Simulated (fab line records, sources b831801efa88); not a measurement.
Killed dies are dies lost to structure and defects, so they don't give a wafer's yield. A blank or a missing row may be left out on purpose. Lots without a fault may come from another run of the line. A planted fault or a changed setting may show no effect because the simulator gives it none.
fab line records | flow gf180mcu
record lots=5 wafers=15 last_day=35
route steps=602 shown M5@534 V5@540
lots that met no fault: from a run of the same line without faults
start_h: hours from the record's first day to the start of the lot's first wafer shown | wait_h: hours since the lot's step before | " the same as in the row above | L1.1+2: a row that stands for several wafers | - no value, or no start given | * or withheld: withheld | < > ~ a bound
route shown NAME@n: a module of which the file shows steps, and the number in the route of the first | usual: mean/standard deviation of fault-free wafers | same: alike in all rows | chamber/n: place in a boat | sites: the reading at each site | _std_site: their standard deviation | _edge_site: outer sites' mean less inner sites' | radius_mm: how far each site lies from the wafer's centre | mask NAME#n: copy n | behind: the tool/chamber that last shaped the wafer | hold: why the lot was held/for how many hours/how that ended | device: the transistor (n, p or np) that didn't switch | end of line: the same wafers' tests at the end of the route | a step without rows: its recipe alone | killed: dies lost to structure and defects at the first sort, not the wafer's yield | map: a wafer's dies, x killed, . not, _ none there
set.NAME: the setting as run; set.NAME@STEP: as run at that earlier step | model.NAME: the simulator's own value behind a step, which no gauge read
lots at some steps of the route; a table a step, a row a wafer
services: from which hour (start_h, from the record's first day; less than 0 if before it) a tool's chamber was out of use, for how many hours, and why
## steps
# step GF_M5_OVL_MEAS_08
# usual M5_OVL=0/5
# columns lot.wafer tool chamber start_h wait_h M5_OVL[nm]
L088.1 overlay-01 - 723.83 0.1 -8
L088.4 " - " " 0
L088.6 " - " " -2
L093.2 overlay-02 - 754.68 0.1 -2
L093.3 " - " " -4
L093.6 " - " " 4
L094.1 overlay-02 - 761.21 0.1 4
L094.2 " - " " -4
L094.5 " - " " 2
L096.4 overlay-02 - 781.48 0.1 2
L096.5 " - " " -2
L096.6 " - " " 0
L097.1 overlay-02 - 783.43 0.1 -3
L097.3 " - " " -2
L097.6 " - " " 6
# step GF_M5_ETCH_09
# recipe chemistry=CF4/O2 target=Si3N4 target_depth_nm=52 source_w=800 bias_w=150 pressure_mtorr=150 cf4_flow_sccm=80 O2_flow_sccm=10 time_s=11.6
# usual O2_flow_sccm=10.005/0.03 drypump_motor_current_A=5.6/0.56 oes_product_au=0.996/0.01 throttle_valve_pct=5.968/0.01
# columns lot.wafer tool chamber start_h wait_h O2_flow_sccm drypump_motor_current_A oes_product_au rf_hours_counter_h throttle_valve_pct
L088.1 rie_diel-02 1 723.86 0.0 9.972 4.9 0.997 2 5.975
L088.4 " 2 " " 10.042 5.4 1.003 16 5.967
L088.6 " 1 " " 10.000 4.9 1.016 - 5.982
L093.2 rie_diel-03 1 754.71 0.0 10.033 5.7 0.980 2 5.974
L093.3 " 2 " " 9.988 6.7 0.986 24 5.953
L093.6 " 1 " " 10.033 5.7 0.975 - 5.963
L094.1 rie_diel-03 0 761.25 0.0 10.024 5.2 0.995 7 5.943
L094.2 " 3 " " 10.004 5.9 0.980 18 5.979
L094.5 " 1 " " 9.999 5.7 0.980 - 5.963
L096.4 rie_diel-02 1 781.50 0.0 10.058 4.9 1.008 5 5.982
L096.5 " 1 " " 10.024 4.9 1.012 - 5.967
L096.6 " 2 " " 9.998 5.5 0.998 - 5.961
L097.1 rie_diel-04 1 783.46 0.0 9.965 6.4 0.987 16 5.955
L097.3 " 0 " " 10.003 4.9 0.981 11 5.953
L097.6 " 2 " " 10.031 6.2 0.987 - 5.972
# step GF_M5_METAL_ETCH_10
# recipe chemistry=Cl2/BCl3 mask_material=KrF target_depth_nm=627.5 stop_on=SiO2 pressure_mtorr=8 icp_w=800 bias_w=140 Cl2_flow_sccm=80 bcl3_flow_sccm=40 time_s=104.6
# usual bcl3_flow_sccm=40.00/0.11 drypump_motor_current_A=5.7/0.64 oes_product_au=0.971/0.0057 throttle_valve_pct=28.251/0.011
# columns lot.wafer tool chamber start_h wait_h bcl3_flow_sccm drypump_motor_current_A oes_product_au rf_hours_counter_h throttle_valve_pct
L088.1 rie_metal-04 1 723.89 0.0 40.03 5.2 0.972 13 28.243
L088.4 " 1 " " 40.16 5.2 0.975 - 28.250
L088.6 " 0 " " 40.06 6.3 0.967 - 28.231
L093.2 rie_metal-04 0 754.74 0.0 39.87 6.3 0.972 8 28.240
L093.3 " 0 " " 40.11 6.3 0.981 - 28.250
L093.6 " 1 " " 39.84 5.2 0.964 - 28.256
L094.1 rie_metal-04 0 761.27 0.0 39.99 6.3 0.969 9 28.250
L094.2 " 1 " " 40.14 5.2 0.962 0 28.266
L094.5 " 0 " " 40.03 6.3 0.966 - 28.260
L096.4 rie_metal-02 1 781.56 0.0 39.89 6.6 0.974 - 28.232
L096.5 " 0 " " 40.13 5.4 0.973 - 28.253
L096.6 " 1 " " 39.78 6.6 0.966 - 28.255
L097.1 rie_metal-04 1 783.48 0.0 40.07 5.2 0.975 1 28.250
L097.3 " 1 " " 40.06 5.2 0.971 - 28.252
L097.6 " 0 " " 40.01 6.3 0.963 - 28.240
# step GF_M5_STRIP_11
# recipe chemistry=O2/N2 power_w=1400 pressure_mtorr=1500 platen_temp_c=250 o2_flow_sccm=3000 n2_flow_sccm=300 overash_fraction=0.5
# usual drypump_motor_current_A=5.7/0.53 heater_power_w=325/34 oes_product_au=0.543/0.0045 strip_time_to_endpoint_s=7.53/0.053
# columns lot.wafer tool chamber start_h wait_h drypump_motor_current_A heater_power_w oes_product_au rf_hours_counter_h strip_time_to_endpoint_s
L088.1 plasma_asher-04 0 724.00 0.1 4.9 384 0.540 92 7.46
L088.4 " 1 " " 5.9 310 0.539 - 7.46
L088.6 " 0 " " 4.9 384 0.544 - 7.51
L093.2 plasma_asher-04 0 754.85 0.1 4.9 387 0.541 96 7.52
L093.3 " 0 " " 4.9 396 0.545 - 7.52
L093.6 " 0 " " 4.9 388 0.543 - 7.54
L094.1 plasma_asher-03 1 761.38 0.1 6.6 281 0.546 31 7.55
L094.2 " 0 " " 5.7 317 0.543 31 7.54
L094.5 " 0 " " 5.7 319 0.544 - 7.55
L096.4 plasma_asher-01 1 781.67 0.1 5.7 338 0.535 - 7.42
L096.5 " 0 " " 5.2 320 0.538 - 7.50
L096.6 " 1 " " 5.7 340 0.536 - 7.46
L097.1 plasma_asher-01 1 783.60 0.1 5.7 342 0.538 73 7.57
L097.3 " 0 " " 5.2 316 0.533 - 7.56
L097.6 " 0 " " 5.2 318 0.545 - 7.55
# step GF_M5_STRIP_12
# recipe chemistry=post_etch_residue_remover time_s=1200 temp_c=72.5
# usual temp_c=72.49/0.13
# columns lot.wafer tool chamber start_h wait_h temp_c
L088.1 wet_bench-01 3 724.10 0.1 72.38
L088.4 " 3 " " 72.53
L088.6 " 3 " " 72.29
L093.2 wet_bench-01 1 754.95 0.1 72.54
L093.3 " 1 " " 72.41
L093.6 " 1 " " 72.53
L094.1 wet_bench-04 1 761.48 0.1 72.63
L094.2 " 1 " " 72.67
L094.5 " 1 " " 72.77
L096.4 wet_bench-02 3 781.73 0.0 72.62
L096.5 " 3 " " 72.46
L096.6 " 3 " " 72.44
L097.1 wet_bench-01 1 783.70 0.1 72.34
L097.3 " 1 " " 72.74
L097.6 " 1 " " 72.58
# step GF_M5_CLEAN_13
# recipe chemistry=DIW dry=n2_spin
# columns lot.wafer tool chamber start_h wait_h
L088.1+4+6 wet_bench-04 2 724.44 0.0
L093.2+3+6 wet_bench-01 0 755.29 0.0
L094.1+2+5 wet_bench-02 1 761.82 0.0
L096.4+5+6 wet_bench-04 3 782.07 0.0
L097.1+3+6 wet_bench-04 3 784.07 0.0
# step GF_V5_CVD_00
# recipe material=SiO2 target_thk_nm=300 sigma_open_frac=0.3 temp_c=400 time_s=50 sih4_flow_sccm=60 pressure_mtorr=6
# usual susceptor_temp_C=400.02/0.21
# columns lot.wafer tool chamber start_h wait_h susceptor_temp_C
L088.1 hdpcvd-02 2 724.54 0.0 400.33
L088.4 " 0 " " 399.88
L088.6 " 2 " " 399.70
L093.2 hdpcvd-01 1 755.38 0.0 400.04
L093.3 " 2 " " 399.99
L093.6 " 0 " " 399.87
L094.1 hdpcvd-02 1 761.92 0.0 399.93
L094.2 " 2 " " 400.00
L094.5 " 2 " " 400.08
L096.4 hdpcvd-02 1 782.19 0.0 399.76
L096.5 " 0 " " 400.14
L096.6 " 2 " " 399.97
L097.1 hdpcvd-01 1 784.16 0.0 400.13
L097.3 " 0 " " 400.26
L097.6 " 1 " " 399.99
# step GF_V5_THK_MEAS_01
# recipe reads=SiO2_of_V5_CVD_00
# usual V5_CVD_00_THK=301/3.1
# columns lot.wafer tool chamber start_h wait_h V5_CVD_00_THK[nm]
L088.1 film_metro-04 - 724.58 0.0 305
L088.4 " - " " 307
L088.6 " - " " 304
L093.2 film_metro-03 - 755.44 0.0 301
L093.3 " - " " 302
L093.6 " - " " 296
L094.1 film_metro-03 - 761.97 0.0 300
L094.2 " - " " 297
L094.5 " - " " 300
L096.4 film_metro-04 - 782.24 0.0 302
L096.5 " - " " 303
L096.6 " - " " 302
L097.1 film_metro-04 - 784.21 0.0 302
L097.3 " - " " 296
L097.6 " - " " 303
# step GF_V5_CVD_02
# recipe material=SiO2 target_thk_nm=1450 precursor=TEOS temp_c=400 time_s=163.28 rf_w=600
# usual heater_power_w=648/93 susceptor_temp_C=400.00/0.23
# columns lot.wafer tool chamber start_h wait_h heater_power_w susceptor_temp_C
L088.1 pecvd-01 2 724.64 0.1 590 399.86
L088.4 " 0 " " 589 400.15
L088.6 " 2 " " 619 399.87
L093.2 pecvd-02 2 755.49 0.0 740 399.93
L093.3 " 1 " " 778 400.08
L093.6 " 2 " " 585 399.92
L094.1 pecvd-02 0 762.03 0.1 481 400.26
L094.2 " 1 " " 719 400.36
L094.5 " 2 " " 736 399.95
L096.4 pecvd-02 1 782.32 0.1 756 400.41
L096.5 " 0 " " 583 399.83
L096.6 " 2 " " 749 399.89
L097.1 pecvd-02 2 784.27 0.1 757 400.02
L097.3 " 1 " " 714 400.01
L097.6 " 1 " " 604 400.08
# step GF_V5_THK_MEAS_03
# recipe reads=SiO2_of_V5_CVD_02
# usual V5_CVD_02_THK=1443/17
# columns lot.wafer tool chamber start_h wait_h V5_CVD_02_THK[nm]
L088.1 film_metro-03 - 724.75 0.1 1415
L088.4 " - " " 1453
L088.6 " - " " 1439
L093.2 film_metro-04 - 755.60 0.1 1455
L093.3 " - " " 1453
L093.6 " - " " 1468
L094.1 film_metro-02 - 762.14 0.1 1432
L094.2 " - " " 1426
L094.5 " - " " 1441
L096.4 film_metro-04 - 782.41 0.0 1441
L096.5 " - " " 1437
L096.6 " - " " 1478
L097.1 film_metro-03 - 784.37 0.1 1431
L097.3 " - " " 1439
L097.6 " - " " 1438
# step GF_V5_CMP_04
# recipe material=SiO2 down_force_psi=4 platen_rpm=60 pad_velocity_m_s=0.94248
# usual motor_current_A=12.1/1.7
# columns lot.wafer tool chamber start_h wait_h motor_current_A
L088.4 cmp-02 3 724.81 0.0 11.3
L088.1 " 1 " " 11.4
L088.6 " 3 " " 11.9
L093.2 cmp-01 0 755.70 0.1 11.0
L093.3 " 2 " " 10.4
L093.6 " 0 " " 11.4
L094.2 cmp-02 1 762.30 0.1 10.8
L094.1 " 2 " " 14.5
L094.5 " 3 " " 11.8
L096.4 cmp-01 2 782.72 0.3 10.1
L096.5 " 2 " " 10.4
L096.6 " 3 " " 14.9
L097.1 cmp-01 2 784.48 0.1 9.9
L097.3 " 0 " " 11.5
L097.6 " 2 " " 10.4
# step GF_V5_BOW_MEAS_05
# recipe mode=bow
# usual V5_BOW=137/11
# columns lot.wafer tool chamber start_h wait_h V5_BOW[um]
L088.1 film_metro-04 - 725.11 0.1 146
L088.4 " - " " 140
L088.6 " - " " 150
L093.2 film_metro-03 - 755.97 0.2 155
L093.3 " - " " 147
L093.6 " - " " 159
L094.1 film_metro-03 - 762.50 0.1 144
L094.2 " - " " 134
L094.5 " - " " 131
L096.4 film_metro-02 - 783.08 0.3 132
L096.5 " - " " 123
L096.6 " - " " 140
L097.1 film_metro-02 - 784.73 0.2 113
L097.3 " - " " 122
L097.6 " - " " 132
# step GF_V5_DEHYDRATE_06
# recipe temp_c=200 time_s=60
# usual exhaust_pa=45.0/0.91 heater_power_total_W=160.38/0.13 plate_temp_C=200.01/0.17
# columns lot.wafer tool chamber start_h wait_h exhaust_pa heater_power_total_W plate_temp_C
L088.1 litho_track-04 0 734.01 8.9 45.0 160.44 200.06
L088.4 " 0 " " 44.7 160.51 200.11
L088.6 " 0 " " 45.7 160.29 200.14
L093.2 litho_track-02 0 763.35 7.4 44.9 160.29 199.85
L093.3 " 0 " " 43.3 160.22 199.84
L093.6 " 0 " " 44.6 160.21 199.86
L094.1 litho_track-02 0 771.23 8.7 44.1 160.50 199.85
L094.2 " 0 " " 45.2 160.33 199.97
L094.5 " 0 " " 45.1 160.54 200.00
L096.4 litho_track-01 0 790.82 7.7 44.8 160.35 199.61
L096.5 " 0 " " 46.0 160.56 199.77
L096.6 " 0 " " 45.0 160.43 199.76
L097.1 litho_track-04 0 791.86 7.1 46.2 160.33 200.02
L097.3 " 0 " " 43.9 160.34 199.79
L097.6 " 0 " " 45.7 160.57 199.79
# step GF_V5_HMDS_07
# recipe prime_time_s=60 prime_temp_c=120
# usual exhaust_pa=44.9/0.91
# columns lot.wafer tool chamber start_h wait_h exhaust_pa
L088.1 litho_track-04 0 734.16 0.1 43.3
L088.4 " 0 " " 43.6
L088.6 " 0 " " 45.4
L093.2 litho_track-02 0 763.50 0.1 44.9
L093.3 " 0 " " 45.3
L093.6 " 0 " " 45.0
L094.1 litho_track-02 0 771.38 0.1 44.4
L094.2 " 0 " " 45.1
L094.5 " 0 " " 44.2
L096.4 litho_track-01 0 790.97 0.1 43.7
L096.5 " 0 " " 44.1
L096.6 " 0 " " 44.2
L097.1 litho_track-04 0 792.01 0.1 45.2
L097.3 " 0 " " 45.1
L097.6 " 0 " " 44.0
# step GF_V5_COAT_08
# recipe resist=BARC temp_c=withheld time_s=withheld spin_rpm=withheld resist_thk_nm=withheld
# usual exhaust_pa=45.0/1
# columns lot.wafer tool chamber start_h wait_h exhaust_pa
L088.1 litho_track-04 0 734.31 0.1 43.8
L088.4 " 0 " " 45.1
L088.6 " 0 " " 44.0
L093.2 litho_track-02 0 763.65 0.1 45.5
L093.3 " 0 " " 44.4
L093.6 " 0 " " 43.9
L094.1 litho_track-02 0 771.53 0.1 45.6
L094.2 " 0 " " 45.6
L094.5 " 0 " " 44.9
L096.4 litho_track-01 0 791.12 0.1 44.7
L096.5 " 0 " " 44.4
L096.6 " 0 " " 43.9
L097.1 litho_track-04 0 792.16 0.1 45.6
L097.3 " 0 " " 45.1
L097.6 " 0 " " 45.8
# step GF_V5_COAT_09
# recipe resist=KrF spin_rpm=withheld resist_thk_nm=1000
# usual exhaust_pa=44.7/0.89
# columns lot.wafer tool chamber start_h wait_h exhaust_pa
L088.1 litho_track-04 0 - - 44.7
L088.4 " 0 " " 45.1
L088.6 " 0 " " 44.0
L093.2 litho_track-02 0 - - 44.6
L093.3 " 0 " " 44.5
L093.6 " 0 " " 44.1
L094.1 litho_track-02 0 - - 44.1
L094.2 " 0 " " 44.8
L094.5 " 0 " " 44.3
L096.4 litho_track-01 0 - - 45.1
L096.5 " 0 " " 45.5
L096.6 " 0 " " 44.3
L097.1 litho_track-04 0 - - 44.5
L097.3 " 0 " " 45.0
L097.6 " 0 " " 45.0
# step GF_V5_SOFTBAKE_10
# recipe temp_c=130 time_s=60 resist=KrF
# usual exhaust_pa=45.1/0.87 heater_power_total_W=93.06/0.057 plate_temp_C=130.03/0.14
# columns lot.wafer tool chamber start_h wait_h exhaust_pa heater_power_total_W plate_temp_C
L088.1 litho_track-04 0 - - 44.4 93.04 129.87
L088.4 " 0 " " 45.0 93.04 130.05
L088.6 " 0 " " 45.4 93.03 129.83
L093.2 litho_track-02 0 - - 47.3 93.01 130.31
L093.3 " 0 " " 46.4 93.04 130.20
L093.6 " 0 " " 45.4 93.06 130.35
L094.1 litho_track-02 0 - - 44.0 93.07 130.09
L094.2 " 0 " " 45.3 93.08 130.03
L094.5 " 0 " " 43.4 92.99 129.94
L096.4 litho_track-01 0 - - 46.2 93.14 129.94
L096.5 " 0 " " 44.7 93.00 130.15
L096.6 " 0 " " 45.1 93.07 130.16
L097.1 litho_track-04 0 - - 46.3 93.00 130.01
L097.3 " 0 " " 45.5 93.12 129.85
L097.6 " 0 " " 46.2 93.04 130.02
# step GF_V5_EXPOSE_11
# recipe mask_id=Via5 target_cd_nm=260 na=0.68 source_shape=conventional sigma_outer=0.6 dose_mj=38
# usual focus_offset_nm=-0.1/0.54
# columns lot.wafer tool chamber start_h wait_h mask focus_offset_nm
L088.1 krf_scanner-02 0 - - Via5#0 0.6
L088.4 " 0 " " Via5#0 -0.7
L088.6 " 0 " " Via5#0 -0.4
L093.2 krf_scanner-01 0 - - Via5#0 0.3
L093.3 " 0 " " Via5#0 0.6
L093.6 " 0 " " Via5#0 0.1
L094.1 krf_scanner-02 0 - - Via5#0 -0.3
L094.2 " 0 " " Via5#0 0.2
L094.5 " 0 " " Via5#0 0.7
L096.4 krf_scanner-02 0 - - Via5#0 0.3
L096.5 " 0 " " Via5#0 -0.2
L096.6 " 0 " " Via5#0 -0.1
L097.1 krf_scanner-02 0 - - Via5#0 0.6
L097.3 " 0 " " Via5#0 -0.3
L097.6 " 0 " " Via5#0 0.2
# step GF_V5_PEB_12
# recipe peb_temp_c=135 peb_time_s=90 resist=KrF
# usual exhaust_pa=45.1/0.86 heater_power_total_W=85.70/0.084 plate_temp_C=134.99/0.15
# columns lot.wafer tool chamber start_h wait_h exhaust_pa heater_power_total_W plate_temp_C
L088.1 litho_track-04 0 - - 46.8 85.83 134.91
L088.4 " 0 " " 44.7 85.60 135.22
L088.6 " 0 " " 44.8 85.64 135.14
L093.2 litho_track-02 0 - - 44.3 85.68 134.95
L093.3 " 0 " " 45.4 85.71 135.07
L093.6 " 0 " " 45.6 85.78 134.99
L094.1 litho_track-02 0 - - 43.9 85.62 135.07
L094.2 " 0 " " 44.3 85.75 134.96
L094.5 " 0 " " 45.2 85.60 134.83
L096.4 litho_track-04 0 - - 45.4 85.56 135.08
L096.5 " 0 " " 43.9 85.70 135.05
L096.6 " 0 " " 43.4 85.70 134.82
L097.1 litho_track-01 0 - - 44.1 85.56 134.85
L097.3 " 0 " " 44.1 85.77 134.98
L097.6 " 0 " " 44.0 85.64 135.04
# step GF_V5_DEVELOP_13
# recipe develop_time_s=60 resist=KrF dev_temp_c=21
# usual exhaust_pa=44.9/0.81
# columns lot.wafer tool chamber start_h wait_h exhaust_pa
L088.1 litho_track-04 0 742.71 0.2 45.2
L088.4 " 0 " " 44.8
L088.6 " 0 " " 45.7
L093.2 litho_track-02 0 772.50 0.2 43.9
L093.3 " 0 " " 43.6
L093.6 " 0 " " 43.9
L094.1 litho_track-02 0 779.68 0.2 44.1
L094.2 " 0 " " 44.0
L094.5 " 0 " " 45.6
L096.4 litho_track-04 0 799.53 0.1 45.2
L096.5 " 0 " " 42.9
L096.6 " 0 " " 44.6
L097.1 litho_track-01 0 800.15 0.2 45.7
L097.3 " 0 " " 44.9
L097.6 " 0 " " 45.8
# step GF_V5_CD_MEAS_14
# recipe target_cd_nm=260
# usual cd_nm=260.3/1.3
# columns lot.wafer tool chamber start_h wait_h cd_nm
L088.1 cd_sem-01 - 742.86 0.1 257.8
L088.4 " - " " 259.1
L088.6 " - " " 259.6
L093.2 cd_sem-02 - 772.65 0.1 261.4
L093.3 " - " " 259.7
L093.6 " - " " 259.9
L094.1 cd_sem-02 - 779.83 0.1 260.3
L094.2 " - " " 260.6
L094.5 " - " " 260.8
L096.4 cd_sem-02 - 799.67 0.1 262.5
L096.5 " - " " 261.5
L096.6 " - " " 262.4
L097.1 cd_sem-02 - 800.30 0.1 260.7
L097.3 " - " " 260.9
L097.6 " - " " 259.5
# step GF_V5_OVL_MEAS_15
# usual V5_OVL=2/5.9
# columns lot.wafer tool chamber start_h wait_h V5_OVL[nm]
L088.1 overlay-01 - 742.98 0.1 5
L088.4 " - " " 2
L088.6 " - " " 2
L093.2 overlay-02 - 772.75 0.1 5
L093.3 " - " " 3
L093.6 " - " " -4
L094.1 overlay-02 - 779.95 0.1 -2
L094.2 " - " " 11
L094.5 " - " " 0
L096.4 overlay-02 - 799.74 0.1 2
L096.5 " - " " 6
L096.6 " - " " 1
L097.1 overlay-02 - 800.42 0.1 13
L097.3 " - " " 11
L097.6 " - " " 4
# step GF_V5_ETCH_16
# recipe chemistry=N2/H2 target_depth_a=withheld overetch_a=withheld time_s=withheld target=BARC ion_energy_ev=200 source_w=500 bias_w=100 pressure_mtorr=30 n2_flow_sccm=100 h2_flow_sccm=200
# usual drypump_motor_current_A=5.7/0.47 oes_product_au=0.855/0.0044 throttle_valve_pct=13.225/0.0081
# columns lot.wafer tool chamber start_h wait_h drypump_motor_current_A oes_product_au throttle_valve_pct
L088.1 rie_diel-02 3 743.01 0.0 5.3 0.848 13.229
L088.4 " 0 " " 6.2 0.857 13.224
L088.6 " 0 " " 6.2 0.857 13.224
L093.2 rie_diel-02 0 772.78 0.0 6.2 0.861 13.222
L093.3 " 3 " " 5.3 0.858 13.216
L093.6 " 0 " " 6.2 0.860 13.218
L094.1 rie_diel-02 1 779.98 0.0 4.9 0.862 13.223
L094.2 " 0 " " 6.2 0.858 13.220
L094.5 " 0 " " 6.2 0.854 13.234
L096.4 rie_diel-02 2 799.76 0.0 5.5 0.858 13.226
L096.5 " 2 " " 5.5 0.854 13.251
L096.6 " 1 " " 4.9 0.856 13.220
L097.1 rie_diel-01 3 800.45 0.0 5.8 0.855 13.212
L097.3 " 2 " " 5.7 0.862 13.224
L097.6 " 2 " " 5.7 0.859 13.241
# step GF_V5_ETCH_17
# recipe chemistry=C4F8/O2/Ar mask_material=KrF target=SiO2 stop_on=TiN source_w=1500 bias_w=1200 pressure_mtorr=40 c4f8_flow_sccm=withheld O2_flow_sccm=6 Ar_flow_sccm=300 time_s=withheld target_depth_a=8550
# usual oes_product_au=0.860/0.0044
# columns lot.wafer tool chamber start_h wait_h oes_product_au
L088.1 rie_diel-02 3 - - 0.863
L088.4 " 0 " " 0.856
L088.6 " 0 " " 0.854
L093.2 rie_diel-02 0 - - 0.852
L093.3 " 3 " " 0.866
L093.6 " 0 " " 0.863
L094.1 rie_diel-02 1 - - 0.858
L094.2 " 0 " " 0.859
L094.5 " 0 " " 0.863
L096.4 rie_diel-02 2 - - 0.860
L096.5 " 2 " " 0.857
L096.6 " 1 " " 0.859
L097.1 rie_diel-01 3 - - 0.864
L097.3 " 2 " " 0.857
L097.6 " 2 " " 0.855
# step GF_V5_STRIP_18
# recipe chemistry=O2/N2 power_w=1400 pressure_mtorr=1500 platen_temp_c=250 o2_flow_sccm=3000 n2_flow_sccm=300 overash_fraction=0.5
# usual drypump_motor_current_A=5.8/0.52 heater_power_w=337/53 oes_product_au=0.569/0.0046
# columns lot.wafer tool chamber start_h wait_h drypump_motor_current_A heater_power_w oes_product_au rf_hours_counter_h
L088.1 plasma_asher-02 0 743.16 - 5.8 435 0.570 0
L088.4 " 0 " " 5.8 436 0.572 -
L088.6 " 1 " " 6.2 294 0.571 -
L093.2 plasma_asher-04 1 772.93 - 5.9 296 0.566 97
L093.3 " 1 " " 5.9 302 0.568 -
L093.6 " 1 " " 5.9 297 0.573 -
L094.1 plasma_asher-02 1 780.13 - 6.2 311 0.559 4
L094.2 " 0 " " 5.7 446 0.568 4
L094.5 " 1 " " 6.2 293 0.569 -
L096.4 plasma_asher-04 0 799.95 - 4.9 377 0.558 -
L096.5 " 1 " " 5.9 294 0.565 -
L096.6 " 0 " " 4.9 394 0.562 -
L097.1 plasma_asher-03 0 800.61 - 5.8 318 0.562 34
L097.3 " 0 " " 5.8 320 0.569 -
L097.6 " 0 " " 5.8 312 0.566 -
# step GF_V5_STRIP_19
# recipe chemistry=post_etch_residue_remover time_s=1200 temp_c=72.5
# usual temp_c=72.49/0.13
# columns lot.wafer tool chamber start_h wait_h temp_c
L088.1 wet_bench-04 2 743.26 0.1 72.36
L088.4 " 2 " " 72.72
L088.6 " 2 " " 72.56
L093.2 wet_bench-04 2 773.03 0.1 72.35
L093.3 " 2 " " 72.49
L093.6 " 2 " " 72.57
L094.1 wet_bench-03 2 780.23 0.1 72.37
L094.2 " 2 " " 72.28
L094.5 " 2 " " 72.56
L096.4 wet_bench-01 0 800.01 0.0 72.44
L096.5 " 0 " " 72.36
L096.6 " 0 " " 72.50
L097.1 wet_bench-03 3 800.71 0.1 72.52
L097.3 " 3 " " 72.56
L097.6 " 3 " " 72.57
# step GF_V5_CLEAN_20
# recipe chemistry=DIW dry=n2_spin
# columns lot.wafer tool chamber start_h wait_h
L088.1+4+6 wet_bench-03 0 743.64 0.0
L093.2+3+6 wet_bench-01 1 773.38 0.0
L094.1+2+5 wet_bench-03 2 780.61 0.0
L096.4+5+6 wet_bench-04 2 800.36 0.0
L097.1+3+6 wet_bench-01 0 801.11 0.0
# step GF_V5_SPUTTER_21
# recipe material=Ti target_thk_nm=15 chamber_pressure_pa=5 power_w=2500 substrate_temp_c=200 time_s=82.66
# usual throttle_valve_pct=29.8/1.5
# columns lot.wafer tool chamber start_h wait_h throttle_valve_pct
L088.1 pvd_sputter-01 - 743.74 0.0 28.0
L088.4 " - " " 31.2
L088.6 " - " " 29.6
L093.2 pvd_sputter-03 - 773.48 0.0 31.1
L093.3 " - " " 30.6
L093.6 " - " " 31.0
L094.1 pvd_sputter-01 - 780.71 0.0 28.1
L094.2 " - " " 27.7
L094.5 " - " " 27.6
L096.4 pvd_sputter-03 - 800.45 0.0 30.6
L096.5 " - " " 30.8
L096.6 " - " " 31.1
L097.1 pvd_sputter-04 - 801.21 0.0 31.3
L097.3 " - " " 28.3
L097.6 " - " " 31.1
# step GF_V5_SPUTTER_22
# recipe material=TiN target_thk_nm=10 chamber_pressure_pa=5 power_w=4000 time_s=40
# usual throttle_valve_pct=29.8/1.5
# columns lot.wafer tool chamber start_h wait_h throttle_valve_pct
L088.1 pvd_sputter-01 - 743.80 0.0 27.9
L088.4 " - " " 31.5
L088.6 " - " " 29.8
L093.2 pvd_sputter-03 - 773.54 0.0 31.0
L093.3 " - " " 30.6
L093.6 " - " " 30.7
L094.1 pvd_sputter-01 - 780.77 0.0 28.2
L094.2 " - " " 27.7
L094.5 " - " " 27.8
L096.4 pvd_sputter-03 - 800.51 0.0 30.5
L096.5 " - " " 30.9
L096.6 " - " " 31.0
L097.1 pvd_sputter-04 - 801.27 0.0 31.2
L097.3 " - " " 28.2
L097.6 " - " " 31.0
# step GF_V5_CVD_23
# recipe material=W target_thk_nm=350 time_s=104.9 temp_c=400 pressure_torr=40
# usual heater_power_w=873/100 susceptor_temp_C=400.05/0.22
# columns lot.wafer tool chamber start_h wait_h heater_power_w susceptor_temp_C
L088.1 cvd_w-02 1 743.84 0.0 714 399.98
L088.4 " 1 " " 738 399.87
L088.6 " 1 " " 730 399.98
L093.2 cvd_w-01 1 773.58 0.0 1003 400.07
L093.3 " 1 " " 993 399.61
L093.6 " 0 " " 938 399.99
L094.1 cvd_w-01 0 780.81 0.0 954 399.80
L094.2 " 1 " " 1018 400.30
L094.5 " 1 " " 961 400.50
L096.4 cvd_w-01 0 800.59 0.1 906 400.34
L096.5 " 0 " " 921 400.05
L096.6 " 1 " " 986 400.04
L097.1 cvd_w-01 1 801.31 0.0 1003 400.20
L097.3 " 0 " " 939 399.96
L097.6 " 0 " " 943 400.18
# step GF_V5_RS_MEAS_24
# recipe thk_meas_gauge=four-point-probe reads=W_of_V5_CVD_23+TiN_of_V5_SPUTTER_22+Ti_of_V5_SPUTTER_21
# usual V5_W_RS=0.328/0.005
# columns lot.wafer tool chamber start_h wait_h V5_W_RS[ohm/sq]
L088.1 film_metro-03 - 743.95 0.1 0.331
L088.4 " - " " 0.336
L088.6 " - " " 0.333
L093.2 film_metro-04 - 773.71 0.1 0.321
L093.3 " - " " 0.320
L093.6 " - " " 0.322
L094.1 film_metro-02 - 780.92 0.1 0.323
L094.2 " - " " 0.321
L094.5 " - " " 0.320
L096.4 film_metro-03 - 800.72 0.1 0.324
L096.5 " - " " 0.325
L096.6 " - " " 0.323
L097.1 film_metro-03 - 801.42 0.1 0.329
L097.3 " - " " 0.328
L097.6 " - " " 0.324
# step GF_V5_THK_MEAS_25
# recipe thk_meas_gauge=xrf reads=W_of_V5_CVD_23
# usual V5_W_THK=356/6.3
# columns lot.wafer tool chamber start_h wait_h V5_W_THK[nm]
L088.1 film_metro-03 - 744.07 0.1 353
L088.4 " - " " 347
L088.6 " - " " 351
L093.2 film_metro-04 - 773.82 0.1 363
L093.3 " - " " 364
L093.6 " - " " 362
L094.1 film_metro-02 - 781.04 0.1 363
L094.2 " - " " 364
L094.5 " - " " 366
L096.4 film_metro-03 - 800.81 0.1 365
L096.5 " - " " 363
L096.6 " - " " 365
L097.1 film_metro-03 - 801.54 0.1 358
L097.3 " - " " 359
L097.6 " - " " 365
## services
# columns tool chamber start_h hours kind
cmp-02 - 701.99 7.1 pm
cmp-01 - 703.72 0.7 repair
cvd_w-01 - 706.33 2.8 pm
rie_diel-01 - 711.19 0.5 repair
krf_scanner-02 - 712.76 1.0 pm
pvd_sputter-03 - 718.88 3.1 repair
rie_diel-03 3 720.02 7.3 repair
plasma_asher-04 - 721.24 2.6 repair
plasma_asher-03 - 724.54 8.6 repair
cmp-01 - 726.52 0.7 repair
plasma_asher-02 - 733.75 9.0 pm
pecvd-02 0 733.76 4.3 repair
krf_scanner-02 - 739.24 4.0 pm
rie_diel-02 1 743.94 3.7 repair
cmp-01 - 744.00 4.0 pm
krf_scanner-02 - 745.92 4.2 repair
rie_diel-01 2 747.35 8.4 repair
cmp-01 - 748.00 3.5 pm
krf_scanner-02 - 750.15 1.3 pm
rie_diel-03 - 750.66 2.8 pm
krf_scanner-02 - 758.71 0.8 pm
pvd_sputter-03 - 786.59 3.2 repair
hdpcvd-02 2 793.34 10.9 repair
pecvd-02 - 799.38 14.0 pm
## key
fault none
